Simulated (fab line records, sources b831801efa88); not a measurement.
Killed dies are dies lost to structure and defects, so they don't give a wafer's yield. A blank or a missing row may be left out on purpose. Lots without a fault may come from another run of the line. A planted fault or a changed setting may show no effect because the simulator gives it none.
Chamber matching | flow sky130 | SKY_VIA1_CMP_02 on cmp-02: 4 sister chambers
The step polishes SiO2. 8 wafers are shown with their chamber, then 10 later ones without.

WAFERS WITH THEIR CHAMBER
wafer  | chamber | motor_current_A (A)
L082.1 | 1       | 12.6
L082.3 | 2       | 11.2
L084.6 | 1       | 12.6
L085.1 | 3       | 13.2
L085.4 | 0       | 10.1
L085.6 | 3       | 13.4
L091.1 | 0       | 10.1
L091.2 | 2       | 12.6

WAFERS WITHOUT THEIR CHAMBER
wafer  | motor_current_A (A)
L091.5 | 12.1
L092.1 | 13.1
L092.3 | 10.3
L092.6 | 12.1
L095.4 | 11.4
L095.5 | 13.3
L095.6 | 12.0
L096.1 | 11.7
L096.2 | 12.1
L096.3 | 10.2

WHICH CHAMBER EACH WENT THROUGH
wafer  | from the rows above          | in truth
L091.5 | can't be placed: 2 or 1 or 3 | 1
L092.1 | can't be placed: 3 or 1 or 2 | 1
L092.3 | 0                            | 0
L092.6 | can't be placed: 2 or 1 or 3 | 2
L095.4 | can't be placed: 2 or 1 or 0 | 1
L095.5 | can't be placed: 3 or 1      | 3
L095.6 | can't be placed: 2 or 1      | 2
L096.1 | can't be placed: 2 or 1      | 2
L096.2 | can't be placed: 2 or 1 or 3 | 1
L096.3 | 0                            | 0
Placed correctly: 2 of 10. Can't be placed from these rows: 8 (the true chamber is among the candidates in 8). Placed wrongly: 0.
How it was worked out, from the rows above alone: a wafer's distance from a chamber is the root of the sum, over the readings, of the square of ((its reading less the chamber's mean) divided by the reading's scatter). The wafer belongs to the nearest chamber; if the next one is less than 2 further off, it can't be placed. A chamber's mean is the mean of its shown wafers. The scatter: the root of (the sum of the squares of (reading less its chamber's mean) over the shown wafers, divided by (wafers less chambers)).
